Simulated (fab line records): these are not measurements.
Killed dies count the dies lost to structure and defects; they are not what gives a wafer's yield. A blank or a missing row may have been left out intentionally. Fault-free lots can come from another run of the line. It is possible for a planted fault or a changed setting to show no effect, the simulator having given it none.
Which of the tools did it?    flow gf180mcu    36 wafers from 12 lots sampled at 6 of the route's 602 steps

## WHAT THE GAUGES READ, wafer by wafer
GF_POLY_GATE_THK_MEAS_01.
lot   measured      on             POLY_GATE_CVD_00_THK (nm)
L118  day 8 11:10   film metro-01  203.8 202.6 203.6
L119  day 8 20:58   film metro-02  200.5 201.2 201.1
L120  day 9 03:07   film metro-03  199.1 197.7 198.4
L122  day 9 18:34   film metro-03  199.8 199.5 200.2
L125  day 10 18:30  film metro-02  183.8 184.3 183.3
L127  day 11 05:40  film metro-01  181.9 182.9 184.6
L133  day 13 06:35  film metro-03  200.1 197.8 197.3
L134  day 13 09:47  film metro-02  200.0 199.3 200.6
L135  day 13 14:33  film metro-02  201.1 202.9 200.6
L139  day 14 15:05  film metro-03  199.9 199.4 199.2
L140  day 14 22:27  film metro-03  197.8 199.0 197.3
L141  day 15 12:57  film metro-03  201.5 200.6 201.0

GF_CONTACT_OVL_MEAS_15.
lot   measured      on          CONTACT_OVL (nm)
L118  day 16 02:29  overlay-01  -7 -2 -7
L119  day 16 12:10  overlay-01  -2 4 4
L120  day 17 04:38  overlay-02  2 2 2
L122  day 17 23:32  overlay-02  -7 -9 -11
L125  day 19 09:04  overlay-01  -10 -6 -15
L127  day 19 19:56  overlay-01  0 -4 -6
L133  day 22 01:35  overlay-02  -1 -6 -11
L134  day 22 09:26  overlay-02  -5 0 -12
L135  day 22 18:47  overlay-02  -3 -5 0
L139  day 23 15:44  overlay-02  -5 -5 2
L140  day 24 00:14  overlay-02  -13 -15 -11
L141  day 24 19:16  overlay-01  -2 5 -3

GF_M1_RS_MEAS_05: measures by four-point-probe.
lot   measured      on             M1_ALCU_RS (ohm/sq)
L118  day 16 03:55  film metro-02  0.0676 0.0681 0.0690
L119  day 16 13:41  film metro-02  0.0687 0.0684 0.0685
L120  day 17 06:03  film metro-02  0.0693 0.0699 0.0700
L122  day 18 00:56  film metro-03  0.0692 0.0691 0.0702
L125  day 19 10:28  film metro-03  0.0694 0.0706 0.0695
L127  day 19 21:22  film metro-03  0.0695 0.0698 0.0701
L133  day 22 03:01  film metro-02  0.0683 0.0696 0.0692
L134  day 22 10:53  film metro-03  0.0702 0.0699 0.0692
L135  day 22 20:19  film metro-03  0.0689 0.0693 0.0694
L139  day 23 17:17  film metro-02  0.0689 0.0689 0.0693
L140  day 24 01:38  film metro-04  0.0707 0.0708 0.0698
L141  day 25 00:16  film metro-02  0.0688 0.0692 0.0687

## EACH LOT AND THE TOOL THAT RAN IT (in order: tool; ch and the chambers of the sampled wafers; start)
lot   GF_POLY_GATE_CVD_00          GF_POLY_GATE_ETCH_13              GF_SALICIDE_RTA_06
L118  lpcvd-01 ch 0, day 8 09:50   rie si-01 ch 2,3, day 9 04:22     rtp anneal-01 ch 0, day 15 03:13
L119  lpcvd-02 ch 1, day 8 19:37   rie si-01 ch 0,2,3, day 9 13:48   rtp anneal-02 ch 0, day 15 13:11
L120  lpcvd-02 ch 0, day 9 01:46   rie si-02 ch 1,2, day 9 21:15     rtp anneal-01 ch 0, day 16 05:07
L122  lpcvd-02 ch 1, day 9 17:14   rie si-01 ch 1,2,3, day 10 12:40  rtp anneal-02 ch 0, day 16 23:46
L125  lpcvd-02 ch 0, day 10 17:10  rie si-01 ch 0,1,3, day 11 13:19  rtp anneal-02 ch 0, day 18 08:00
L127  lpcvd-02 ch 0, day 11 04:18  rie si-01 ch 1,2,3, day 12 00:20  rtp anneal-02 ch 0, day 18 19:33
L133  lpcvd-01 ch 0, day 13 05:15  rie si-02 ch 0,2,3, day 14 02:27  rtp anneal-01 ch 0, day 21 01:16
L134  lpcvd-01 ch 0, day 13 08:28  rie si-02 ch 0,2,3, day 14 07:13  rtp anneal-01 ch 0, day 21 08:05
L135  lpcvd-01 ch 1, day 13 13:12  rie si-02 ch 0,1,3, day 14 11:18  rtp anneal-01 ch 0, day 21 18:05
L139  lpcvd-02 ch 1, day 14 13:45  rie si-01 ch 0,1, day 15 12:45    rtp anneal-01 ch 0, day 22 15:35
L140  lpcvd-02 ch 0, day 14 21:07  rie si-02 ch 0,2, day 15 20:15    rtp anneal-01 ch 0, day 23 00:26
L141  lpcvd-02 ch 0, day 15 11:36  rie si-01 ch 1,3, day 16 11:30    rtp anneal-01 ch 0, day 23 16:05
- GF_POLY_GATE_CVD_00: deposits poly-Si, target thk 200 nm, time 1200 s.
- GF_POLY_GATE_ETCH_13: etches poly-Si in HBr/Cl2, stops on SiO2, target depth 198.5 nm, time 69.6 s.
- GF_SALICIDE_RTA_06: time 30 s.

## AS READ BY THE TOOLS THEMSELVES (means over the sampled wafers that have a number; for cases with no such wafer, the mark the record gives instead)
GF_POLY_GATE_CVD_00.
lot   tool      spike tc centre C (C)  spike tc lower C (C)  spike tc upper C (C)  susceptor temp C (C)  zone power upper pct (%)
L118  lpcvd-01  620.5                  620.0                 622.7                 619.8                 9.1
L119  lpcvd-02  620.1                  619.7                 618.8                 620.3                 8.2
L120  lpcvd-02  620.7                  618.9                 617.5                 619.8                 7.2
L122  lpcvd-02  619.9                  620.0                 620.5                 620.2                 8.2
L125  lpcvd-02  617.1                  615.3                 614.7                 616.1                 7.2
L127  lpcvd-02  615.9                  615.6                 616.1                 616.2                 7.2
L133  lpcvd-01  620.5                  620.0                 621.0                 619.6                 9.1
L134  lpcvd-01  620.8                  620.5                 620.2                 619.9                 9.1
L135  lpcvd-01  621.2                  619.8                 619.0                 620.2                 8.5
L139  lpcvd-02  620.9                  620.1                 619.2                 620.1                 8.3
L140  lpcvd-02  620.1                  619.6                 619.2                 619.9                 7.2
L141  lpcvd-02  619.5                  619.5                 620.0                 619.8                 7.3

GF_POLY_GATE_ETCH_13.
lot   tool       drypump motor current A (A)  oes product au (a.u.)  throttle valve pct (%)
L118  rie si-01  5.79                         0.990                  33.687
L119  rie si-01  5.93                         0.992                  33.685
L120  rie si-02  5.67                         0.986                  33.683
L122  rie si-01  5.93                         0.984                  33.692
L125  rie si-01  5.94                         0.944                  33.678
L127  rie si-01  5.93                         0.942                  33.693
L133  rie si-02  5.83                         0.993                  33.672
L134  rie si-02  5.85                         0.987                  33.686
L135  rie si-02  5.89                         0.988                  33.686
L139  rie si-01  6.09                         0.997                  33.689
L140  rie si-02  5.74                         0.992                  33.684
L141  rie si-01  5.81                         0.995                  33.682

GF_SALICIDE_RTA_06.
lot   tool           lamp power pct (%)  wafer_temp_C_max
L118  rtp anneal-01  5.78                532.4
L119  rtp anneal-02  5.20                531.7
L120  rtp anneal-01  5.78                532.3
L122  rtp anneal-02  5.20                531.6
L125  rtp anneal-02  5.20                532.0
L127  rtp anneal-02  5.20                532.4
L133  rtp anneal-01  5.78                532.2
L134  rtp anneal-01  5.78                532.5
L135  rtp anneal-01  5.78                532.2
L139  rtp anneal-01  5.78                532.3
L140  rtp anneal-01  5.78                532.2
L141  rtp anneal-01  5.78                532.2

## THE ANSWER, worked out from the rows above alone
Rule: usual is defined by the lots themselves. Put in order of their means at a reading, lots are off if they are a third of the lots or fewer, leave a main group of 4 or more, and stand apart from it by a gap of 3 or more times the standard deviation of the main group's means; of several such gaps the widest counts. If all means in a main group match to the digits the tables above print for the reading, that group is not used. A lot without any number at a reading at which 4 lots or more have one is off too. Any other lot the step has rows for is counted as sound. Order of review: gauges by route order, followed by the tools' own readings, for which a lot's mean as printed above is used. At the first step where some lot is off, the reading lying furthest off is the one used; lots without a number count as furthest.
Off: L125, L127, seen at GF_POLY_GATE_THK_MEAS_01 (POLY_GATE_CVD_00_THK). The main group: mean 200.1 nm, standard deviation 1.6.
A tool fits if, at a process step before that reading, it ran every lot that is off, and no sound lot after the first of them. Not tried: the gauges at GF_POLY_GATE_THK_MEAS_01; whatever is off there is also off at GF_POLY_GATE_CVD_00, on other tools, and gauge error can't account for it. No candidate that was tried fits.

## WHAT THE SIMULATOR HAD PUT IN
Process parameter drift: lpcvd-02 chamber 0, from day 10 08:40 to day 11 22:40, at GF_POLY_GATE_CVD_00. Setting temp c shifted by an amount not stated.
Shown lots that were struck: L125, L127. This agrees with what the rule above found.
